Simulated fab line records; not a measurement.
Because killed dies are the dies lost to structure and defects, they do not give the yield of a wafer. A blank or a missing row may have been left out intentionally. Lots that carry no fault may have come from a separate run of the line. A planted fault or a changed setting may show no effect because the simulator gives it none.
fab line records -- flow gf180mcu
[record] lots = 5, wafers = 15, last_day = 34
route steps=602 shown V1@361 M2@362 PASSIVATION@602
lots that met no fault: from a run of the same line without faults
start_h: the number of hours between the record's first day and the start of the first shown wafer of the lot -- wait_h: hours since the lot's step before -- " same as the row above -- L1.1+2: several wafers, shown together as one row -- - no value, or no start was given -- * or withheld: withheld -- < > ~ a bound
route shown NAME@n: NAME is a module with steps in the file, n the number in the route of the first one -- usual: the fault-free wafers' mean and standard deviation -- same: alike in all rows -- chamber/n: place in a boat -- sites: the reading at each site -- _std_site: how widely they spread, as a standard deviation -- _edge_site: the outer-site mean with the inner-site mean subtracted -- radius_mm: how far each site lies from the wafer's centre -- mask NAME#n: copy n -- behind: tool/chamber where the wafer was last shaped -- hold: why the lot was held/for how many hours/how that ended -- device: names the non-switching transistor (n, p or np) -- end of line: the route-end tests of the same wafers -- where a step has no rows: the recipe by itself -- killed: at the first sort, the dies lost to defects and structure; wafer yield is something else -- map: a wafer's dies, x killed, . not, _ none there
set.NAME: the setting that was run; set.NAME@STEP: the one run at that earlier step -- model.NAME: the simulator's own value behind a step, which no gauge read
lots at some steps of the route; a table a step, a row a wafer
services: from which hour (start_h, from the record's first day; less than 0 if before it) a tool's chamber was out of use, for how many hours, and why
[[steps]]
[step GF_V1_CMP_26]
[recipe] stop_on = SiO2, down_force_psi = 3.5, platen_rpm = 60, t_overpolish_s = 15, target_thk_nm = 0, pad_velocity_m_s = 0.94248
[usual] motor_current_A = 11.5/0.73, overpolish_run_s = 15.000/0.0092, time_to_endpoint_s = 85/3.5
[same] t_overpolish_s = 15
lot.wafer,tool,chamber,start_h,wait_h,motor_current_A,overpolish_run_s,time_to_endpoint_s
L293.4,cmp-01,2,515.17,0.0,10.8,15.002,85
L293.3,cmp-01,0,515.17,0.0,11.8,14.997,80
L293.5,cmp-01,3,515.17,0.0,10.6,15.011,81
L297.3,cmp-01,2,547.76,0.0,10.8,15.001,89
L297.2,cmp-01,0,547.76,0.0,12.4,15.010,91
L297.5,cmp-01,2,547.76,0.0,11.2,14.995,88
L303.1,cmp-02,3,603.16,0.1,11.2,15.006,83
L303.3,cmp-02,0,603.16,0.1,11.2,15.000,84
L303.5,cmp-02,2,603.16,0.1,11.3,15.011,85
L304.3,cmp-01,1,603.32,0.1,11.7,15.002,82
L304.1,cmp-01,2,603.32,0.1,10.9,15.010,81
L304.5,cmp-01,0,603.32,0.1,12.0,14.997,84
L305.4,cmp-01,3,606.93,0.0,10.3,15.006,81
L305.1,cmp-01,0,606.93,0.0,11.8,15.010,86
L305.2,cmp-01,1,606.93,0.0,10.8,14.986,81
[step GF_M2_SPUTTER_00]
[recipe] material = Ti, target_thk_nm = 37.5, arriving_ion_energy_ev = 80, substrate_temp_c = 200, chamber_pressure_pa = 2, power_w = 4000, time_s = 150
[usual] throttle_valve_pct = 30.2/0.83
lot.wafer,tool,chamber,start_h,wait_h,throttle_valve_pct
L293.3,pvd_sputter-03,-,515.47,0.1,30.1
L293.4,pvd_sputter-03,-,515.47,0.1,30.5
L293.5,pvd_sputter-03,-,515.47,0.1,30.4
L297.2,pvd_sputter-03,-,548.06,0.1,29.8
L297.3,pvd_sputter-03,-,548.06,0.1,30.6
L297.5,pvd_sputter-03,-,548.06,0.1,30.1
L303.1,pvd_sputter-03,-,603.41,0.2,29.1
L303.3,pvd_sputter-03,-,603.41,0.2,30.7
L303.5,pvd_sputter-03,-,603.41,0.2,30.5
L304.1,pvd_sputter-01,-,603.57,0.1,29.4
L304.3,pvd_sputter-01,-,603.57,0.1,29.4
L304.5,pvd_sputter-01,-,603.57,0.1,28.8
L305.1,pvd_sputter-01,-,607.23,0.2,29.3
L305.2,pvd_sputter-01,-,607.23,0.2,31.6
L305.4,pvd_sputter-01,-,607.23,0.2,29.3
[step GF_M2_SPUTTER_01]
[recipe] material = TiN, target_thk_nm = 30, power_w = 6500, time_s = 25, chamber_pressure_pa = 0.4
[usual] throttle_valve_pct = 30.2/0.81
lot.wafer,tool,chamber,start_h,wait_h,throttle_valve_pct
L293.3,pvd_sputter-03,-,515.57,0.1,30.1
L293.4,pvd_sputter-03,-,515.57,0.1,30.6
L293.5,pvd_sputter-03,-,515.57,0.1,30.4
L297.2,pvd_sputter-03,-,548.16,0.1,30.2
L297.3,pvd_sputter-03,-,548.16,0.1,30.4
L297.5,pvd_sputter-03,-,548.16,0.1,30.1
L303.1,pvd_sputter-03,-,603.51,0.1,29.2
L303.3,pvd_sputter-03,-,603.51,0.1,30.3
L303.5,pvd_sputter-03,-,603.51,0.1,30.6
L304.1,pvd_sputter-01,-,603.67,0.1,29.3
L304.3,pvd_sputter-01,-,603.67,0.1,29.6
L304.5,pvd_sputter-01,-,603.67,0.1,29.3
L305.1,pvd_sputter-01,-,607.33,0.1,29.1
L305.2,pvd_sputter-01,-,607.33,0.1,31.8
L305.4,pvd_sputter-01,-,607.33,0.1,29.0
[step GF_M2_SPUTTER_02]
[recipe] material = AlCu, target_thk_nm = 450, power_w = 10600, time_s = 23.9, chamber_pressure_pa = 0.4
[step GF_M2_SPUTTER_03]
[recipe] material = Ti, target_thk_nm = 10, substrate_temp_c = 300, chamber_pressure_pa = 0.3, power_w = 3000, time_s = 6.7
[usual] throttle_valve_pct = 30.2/0.82
lot.wafer,tool,chamber,start_h,wait_h,throttle_valve_pct
L293.3,pvd_sputter-03,-,515.64,0.0,30.2
L293.4,pvd_sputter-03,-,515.64,0.0,30.7
L293.5,pvd_sputter-03,-,515.64,0.0,30.5
L297.2,pvd_sputter-03,-,548.22,0.0,30.1
L297.3,pvd_sputter-03,-,548.22,0.0,30.4
L297.5,pvd_sputter-03,-,548.22,0.0,30.1
L303.1,pvd_sputter-03,-,603.57,0.0,28.9
L303.3,pvd_sputter-03,-,603.57,0.0,30.4
L303.5,pvd_sputter-03,-,603.57,0.0,30.6
L304.1,pvd_sputter-01,-,603.73,0.0,29.2
L304.3,pvd_sputter-01,-,603.73,0.0,29.5
L304.5,pvd_sputter-01,-,603.73,0.0,29.3
L305.1,pvd_sputter-01,-,607.39,0.0,29.2
L305.2,pvd_sputter-01,-,607.39,0.0,31.9
L305.4,pvd_sputter-01,-,607.39,0.0,29.3
[step GF_M2_SPUTTER_04]
[recipe] material = TiN, target_thk_nm = 50, power_w = 6500, time_s = 41.7, chamber_pressure_pa = 0.4
[usual] throttle_valve_pct = 30.2/0.85
lot.wafer,tool,chamber,start_h,wait_h,throttle_valve_pct
L293.3,pvd_sputter-03,-,515.66,0.0,29.9
L293.4,pvd_sputter-03,-,515.66,0.0,30.7
L293.5,pvd_sputter-03,-,515.66,0.0,30.7
L297.2,pvd_sputter-03,-,548.24,0.0,30.1
L297.3,pvd_sputter-03,-,548.24,0.0,30.7
L297.5,pvd_sputter-03,-,548.24,0.0,30.2
L303.1,pvd_sputter-03,-,603.59,0.0,28.9
L303.3,pvd_sputter-03,-,603.59,0.0,30.4
L303.5,pvd_sputter-03,-,603.59,0.0,30.6
L304.1,pvd_sputter-01,-,603.75,0.0,29.3
L304.3,pvd_sputter-01,-,603.75,0.0,29.4
L304.5,pvd_sputter-01,-,603.75,0.0,29.2
L305.1,pvd_sputter-01,-,607.41,0.0,29.1
L305.2,pvd_sputter-01,-,607.41,0.0,32.0
L305.4,pvd_sputter-01,-,607.41,0.0,29.1
[step GF_M2_RS_MEAS_05]
[recipe] thk_meas_gauge = four-point-probe, reads = TiN_of_M2_SPUTTER_04+Ti_of_M2_SPUTTER_03+AlCu_of_M2_SPUTTER_02+TiN_of_M2_SPUTTER_01+Ti_of_M2_SPUTTER_00
[usual] M2_ALCU_RS = 0.0699/0.0008
lot.wafer,tool,chamber,start_h,wait_h,M2_ALCU_RS[ohm/sq]
L293.3,film_metro-04,-,515.74,0.1,0.0696
L293.4,film_metro-04,-,515.74,0.1,0.0699
L293.5,film_metro-04,-,515.74,0.1,0.0698
L297.2,film_metro-01,-,548.30,0.0,0.0699
L297.3,film_metro-01,-,548.30,0.0,0.0700
L297.5,film_metro-01,-,548.30,0.0,0.0701
L303.1,film_metro-02,-,603.63,0.0,0.0696
L303.3,film_metro-02,-,603.63,0.0,0.0693
L303.5,film_metro-02,-,603.63,0.0,0.0688
L304.1,film_metro-04,-,603.79,0.0,0.0706
L304.3,film_metro-04,-,603.79,0.0,0.0710
L304.5,film_metro-04,-,603.79,0.0,0.0705
L305.1,film_metro-01,-,607.45,0.0,0.0714
L305.2,film_metro-01,-,607.45,0.0,0.0708
L305.4,film_metro-01,-,607.45,0.0,0.0707
[step GF_M2_THK_MEAS_06]
[recipe] thk_meas_gauge = xrf, reads = AlCu_of_M2_SPUTTER_02
[usual] M2_ALCU_THK = 453/5.5
lot.wafer,tool,chamber,start_h,wait_h,M2_ALCU_THK[nm]
L293.3,film_metro-04,-,515.84,0.1,457
L293.4,film_metro-04,-,515.84,0.1,454
L293.5,film_metro-04,-,515.84,0.1,454
L297.2,film_metro-01,-,548.41,0.1,454
L297.3,film_metro-01,-,548.41,0.1,454
L297.5,film_metro-01,-,548.41,0.1,455
L303.1,film_metro-02,-,603.75,0.1,454
L303.3,film_metro-02,-,603.75,0.1,457
L303.5,film_metro-02,-,603.75,0.1,461
L304.1,film_metro-04,-,603.91,0.1,448
L304.3,film_metro-04,-,603.91,0.1,448
L304.5,film_metro-04,-,603.91,0.1,450
L305.1,film_metro-01,-,607.57,0.1,446
L305.2,film_metro-01,-,607.57,0.1,448
L305.4,film_metro-01,-,607.57,0.1,449
[step GF_M2_DEHYDRATE_07]
[recipe] temp_c = 200, time_s = 60
[step GF_M2_HMDS_08]
[recipe] prime_time_s = 60, prime_temp_c = 120
[step GF_M2_COAT_09]
[recipe] resist = KrF, spin_rpm = withheld, resist_thk_nm = 1014
[step GF_M2_SOFTBAKE_10]
[recipe] temp_c = 130, time_s = 60, resist = KrF
[step GF_M2_EXPOSE_11]
[recipe] mask_id = Metal2, target_cd_nm = 280, na = 0.68, source_shape = conventional, sigma_outer = 0.6, dose_mj = 28
[usual] exposure_dose_mJ_cm2 = 28.100/0.026
lot.wafer,tool,chamber,start_h,wait_h,mask,exposure_dose_mJ_cm2
L293.3,krf_scanner-02,0,527.06,-,Metal2#0,28.143
L293.4,krf_scanner-02,0,527.06,-,Metal2#0,28.130
L293.5,krf_scanner-02,0,527.06,-,Metal2#0,28.125
L297.2,krf_scanner-01,0,559.06,-,Metal2#0,27.013
L297.3,krf_scanner-01,0,559.06,-,Metal2#0,27.020
L297.5,krf_scanner-01,0,559.06,-,Metal2#0,27.056
L303.1,krf_scanner-01,0,613.27,-,Metal2#0,28.113
L303.3,krf_scanner-01,0,613.27,-,Metal2#0,28.113
L303.5,krf_scanner-01,0,613.27,-,Metal2#0,28.063
L304.1,krf_scanner-01,0,613.66,-,Metal2#0,28.071
L304.3,krf_scanner-01,0,613.66,-,Metal2#0,28.057
L304.5,krf_scanner-01,0,613.66,-,Metal2#0,28.065
L305.1,krf_scanner-01,0,617.82,-,Metal2#0,28.107
L305.2,krf_scanner-01,0,617.82,-,Metal2#0,28.101
L305.4,krf_scanner-01,0,617.82,-,Metal2#0,28.105
[step GF_M2_PEB_12]
[recipe] peb_temp_c = 135, peb_time_s = 90, resist = KrF
[step GF_M2_DEVELOP_13]
[recipe] develop_time_s = 60, dev_temp_c = 21
[step GF_M2_CD_MEAS_14]
[recipe] target_cd_nm = 280
[usual] cd_nm = 280.3/1.4
lot.wafer,tool,chamber,start_h,wait_h,cd_nm
L293.3,cd_sem-02,-,538.51,0.1,279.7
L293.4,cd_sem-02,-,538.51,0.1,279.0
L293.5,cd_sem-02,-,538.51,0.1,280.2
L297.2,cd_sem-01,-,569.68,0.1,246.3
L297.3,cd_sem-01,-,569.68,0.1,252.1
L297.5,cd_sem-01,-,569.68,0.1,257.8
L303.1,cd_sem-01,-,623.55,0.1,278.5
L303.3,cd_sem-01,-,623.55,0.1,278.6
L303.5,cd_sem-01,-,623.55,0.1,279.1
L304.1,cd_sem-02,-,623.90,0.1,279.5
L304.3,cd_sem-02,-,623.90,0.1,279.3
L304.5,cd_sem-02,-,623.90,0.1,279.8
L305.1,cd_sem-02,-,627.61,0.1,280.5
L305.2,cd_sem-02,-,627.61,0.1,279.8
L305.4,cd_sem-02,-,627.61,0.1,279.2
[step GF_M2_OVL_MEAS_15]
[usual] M2_OVL = 1/6.5
lot.wafer,tool,chamber,start_h,wait_h,M2_OVL[nm]
L293.3,overlay-01,-,538.61,0.1,1
L293.4,overlay-01,-,538.61,0.1,-1
L293.5,overlay-01,-,538.61,0.1,4
L297.2,overlay-01,-,569.79,0.1,-5
L297.3,overlay-01,-,569.79,0.1,-6
L297.5,overlay-01,-,569.79,0.1,-12
L303.1,overlay-01,-,623.67,0.1,7
L303.3,overlay-01,-,623.67,0.1,8
L303.5,overlay-01,-,623.67,0.1,10
L304.1,overlay-02,-,624.02,0.1,6
L304.3,overlay-02,-,624.02,0.1,10
L304.5,overlay-02,-,624.02,0.1,2
L305.1,overlay-01,-,627.73,0.1,5
L305.2,overlay-01,-,627.73,0.1,10
L305.4,overlay-01,-,627.73,0.1,7
[step GF_M2_METAL_ETCH_16]
[recipe] chemistry = Cl2/BCl3, mask_material = KrF, target_depth_nm = 627.5, stop_on = SiO2, pressure_mtorr = 8, icp_w = 782.1, bias_w = 140, Cl2_flow_sccm = 80, bcl3_flow_sccm = 40, time_s = 104.6
[usual] drypump_motor_current_A = 5.7/0.3, mfc_cl2_sccm = 80.01/0.28, oes_product_au = 0.969/0.0059, rf_fwd_power_W = 778.3/2.6, throttle_valve_pct = 28.254/0.01
lot.wafer,tool,chamber,start_h,wait_h,drypump_motor_current_A,mfc_cl2_sccm,oes_product_au,rf_fwd_power_W,rf_hours_counter_h,throttle_valve_pct,model.M2.cd_nm
L293.3,rie_metal-03,0,538.67,0.1,5.3,79.95,0.973,779.7,-,28.252,278.3
L293.4,rie_metal-03,1,538.67,0.1,5.8,79.68,0.974,779.0,-,28.261,276.6
L293.5,rie_metal-03,0,538.67,0.1,5.3,79.90,0.975,776.5,-,28.251,280.2
L297.2,rie_metal-02,1,569.82,0.0,5.6,79.75,0.969,777.9,9,28.260,249.4
L297.3,rie_metal-02,0,569.82,0.0,5.5,79.51,0.970,776.5,-,28.265,253.3
L297.5,rie_metal-02,1,569.82,0.0,5.6,79.49,0.976,778.4,-,28.256,262.3
L303.1,rie_metal-02,1,623.70,0.0,5.6,79.84,0.965,782.6,11,28.244,281.7
L303.3,rie_metal-02,1,623.70,0.0,5.6,79.53,0.965,780.4,-,28.255,280.6
L303.5,rie_metal-02,1,623.70,0.0,5.6,79.96,0.975,779.9,-,28.265,282.9
L304.1,rie_metal-04,0,624.05,0.0,6.2,80.37,0.963,774.4,12,28.246,280.1
L304.3,rie_metal-04,1,624.05,0.0,5.3,79.69,0.955,777.2,-,28.281,281.3
L304.5,rie_metal-04,0,624.05,0.0,6.2,80.23,0.968,777.5,-,28.261,278.5
L305.1,rie_metal-03,1,627.77,0.0,5.8,80.06,0.970,773.4,6,28.268,278.9
L305.2,rie_metal-03,0,627.77,0.0,5.3,79.79,0.962,776.9,2,28.256,276.7
L305.4,rie_metal-03,0,627.77,0.0,5.3,79.72,0.970,775.9,-,28.266,276.8
[step GF_M2_STRIP_17]
[recipe] chemistry = O2/N2, power_w = 1400, pressure_mtorr = 1500, platen_temp_c = 250, o2_flow_sccm = 3000, n2_flow_sccm = 300, overash_fraction = 0.5
[step GF_PASSIVATION_PROBE_99]
lot.wafer,tool,chamber,start_h,wait_h,model.etest.met2.width_nm,model.etest.met2.line_ohm_um
L293.3,prober-02,-,750.96,0.2,277,0.2602
L293.4,prober-02,-,751.01,0.2,275.1,0.2618
L293.5,prober-02,-,751.06,0.2,281.5,0.256
L297.2,prober-02,-,775.66,0.1,249.1,0.2848
L297.3,prober-02,-,775.71,0.2,254.2,0.2837
L297.5,prober-02,-,775.81,0.2,261.9,0.2748
L304.1,prober-01,-,815.52,0.1,280.2,0.263
L304.3,prober-01,-,815.62,0.2,281.5,0.2622
L304.5,prober-01,-,815.72,0.2,280.3,0.2607
L303.1,prober-02,-,816.46,0.1,280.9,0.255
L303.3,prober-02,-,816.56,0.2,277.9,0.2564
L303.5,prober-02,-,816.66,0.2,284,0.2473
L305.1,prober-01,-,817.02,0.1,275.7,0.2668
L305.2,prober-01,-,817.07,0.1,280,0.2623
L305.4,prober-01,-,817.17,0.2,273.7,0.2647
// killed by level:class
L293.3 CONTACT:geometric_particle:open=8 V5:geometric_particle:open=8 V2:geometric_particle:open=5 V4:geometric_particle:open=5 V1:geometric_particle:open=4 M2:geometric_particle:short=4 V4:geometric_particle:short=4 STI:geometric_particle:short=3
L293.4 CONTACT:geometric_particle:short=7 V3:geometric_particle:short=4 V3:geometric_particle:open=4 V4:geometric_particle:open=4 M5:geometric_particle:short=4 V5:geometric_particle:open=4 STI:geometric_particle:short=3 STI:geometric_particle:open=3
L293.5 V3:geometric_particle:open=7 POLY_GATE:geometric_particle:open=4 V1:geometric_particle:open=4 V1:geometric_particle:short=4 STI:geometric_particle:open=3 CONTACT:geometric_particle:short=3 POLY_GATE:geometric_particle:short=2 CONTACT:geometric_particle:open=2
L304.1 CONTACT:geometric_particle:short=5 CONTACT:geometric_particle:open=4 V2:geometric_particle:open=4 V3:geometric_particle:open=4 M1:geometric_particle:short=3 V2:geometric_particle:short=3 M5:geometric_particle:short=3 V5:geometric_particle:open=3
L304.3 V3:geometric_particle:open=6 V5:geometric_particle:open=5 V4:geometric_particle:open=5 CONTACT:geometric_particle:short=4 V4:geometric_particle:short=4 STI:geometric_particle:short=3 V1:geometric_particle:open=3 M1:geometric_particle:short=2
L304.5 V3:geometric_particle:short=7 V1:geometric_particle:open=6 V4:geometric_particle:short=5 V5:geometric_particle:open=5 V2:geometric_particle:open=4 V4:geometric_particle:open=4 CONTACT:geometric_particle:open=3 V2:geometric_particle:short=3
L303.1 CONTACT:geometric_particle:open=8 V5:geometric_particle:open=8 V4:geometric_particle:open=6 V2:geometric_particle:open=5 V3:geometric_particle:open=4 V1:geometric_particle:open=3 CONTACT:geometric_particle:short=2 M2:geometric_particle:short=2
L303.3 V1:geometric_particle:open=6 V5:geometric_particle:open=5 POLY_GATE:geometric_particle:short=3 STI:geometric_particle:short=2 V1:geometric_particle:short=2 V2:geometric_particle:short=2 V3:geometric_particle:open=2 STI:geometric_particle:open=1
L303.5 V3:geometric_particle:open=6 V5:geometric_particle:open=6 V1:geometric_particle:open=5 CONTACT:geometric_particle:open=4 V5:geometric_particle:short=4 V1:geometric_particle:short=3 M2:geometric_particle:short=3 V2:geometric_particle:open=3
L305.1 V4:geometric_particle:open=7 V2:geometric_particle:open=4 V4:geometric_particle:short=4 V2:geometric_particle:short=3 M4:geometric_particle:short=3 SALICIDE:geometric_particle:short=2 CONTACT:geometric_particle:short=2 M1:geometric_particle:short=2
L305.2 V3:geometric_particle:short=5 V5:geometric_particle:short=4 CONTACT:geometric_particle:open=3 M3:geometric_particle:short=3 V3:geometric_particle:open=3 V4:geometric_particle:open=3 V5:geometric_particle:open=3 STI:geometric_particle:short=2
L305.4 CONTACT:geometric_particle:open=7 V4:geometric_particle:open=7 V5:geometric_particle:open=6 V1:geometric_particle:open=4 STI:geometric_particle:short=3 V1:geometric_particle:short=3 V2:geometric_particle:short=3 V3:geometric_particle:open=3
[[services]]
tool,chamber,start_h,hours,kind
krf_scanner-01,-,497.97,3.6,pm
krf_scanner-02,-,510.54,4.4,pm
krf_scanner-01,-,528.12,1.3,pm
krf_scanner-01,-,534.46,0.7,repair
krf_scanner-02,-,539.81,0.8,pm
krf_scanner-01,-,541.55,1.0,pm
krf_scanner-01,-,557.49,0.8,pm
krf_scanner-02,-,559.67,36.0,pm
cmp-01,-,559.92,1.8,repair
krf_scanner-01,-,562.01,1.8,repair
cmp-02,-,572.14,4.0,pm
pvd_sputter-03,1,574.00,-,consumable_replace:kit
pvd_sputter-03,1,574.00,18.0,scheduled_down
pvd_sputter-03,1,574.00,18.0,vent_cycle
rie_metal-02,-,585.62,0.6,repair
pvd_sputter-01,3,595.14,-,consumable_replace:kit
pvd_sputter-01,3,595.14,18.0,scheduled_down
krf_scanner-02,-,597.50,1.0,pm
cmp-02,-,599.52,3.0,repair
rie_metal-04,0,603.46,3.0,repair
cmp-01,-,604.98,0.5,repair
krf_scanner-02,-,613.07,2.4,repair
rie_metal-02,0,621.63,4.0,repair
krf_scanner-02,-,625.63,3.6,pm
[[key]]
[first_sign] step = GF_M2_EXPOSE_11, reading = exposure_dose_mJ_cm2, direction = down, sigmas = 41, usual = 28.100, struck = 27.030
[effect] step = GF_M2_CD_MEAS_14, reading = cd_nm, direction = down, sigmas = 20, usual = 280.3, struck = 252.1, through = control_loop
[model_effect] step = GF_M2_METAL_ETCH_16, value = M2.cd_nm, without = 283.3, struck = 255
[model_effect] step = GF_PASSIVATION_PROBE_99, value = etest.met2.width_nm, without = 283.3, struck = 255
met_at GF_M2_EXPOSE_11
struck_wafers L297.2,L297.3,L297.5
sort_left_out L297.2,L297.3,L297.5
[loop_trim] step = GF_M2_EXPOSE_11, setting = dose, lots = L297
[fault] kind = process_parameter_drift, tool = krf_scanner-01, chamber = -, onset_h = 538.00, steps = GF_M2_EXPOSE_11, channel = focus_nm, offset = 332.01, spread_by_wafer = 0.3, shape = step, end_h = 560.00
// sort_left_out: the simulated sort isn't trusted on such a fault, so these wafers' sort isn't shown, and their yield isn't known
// loop_trim: a control loop set the setting to another value than it would have without faults
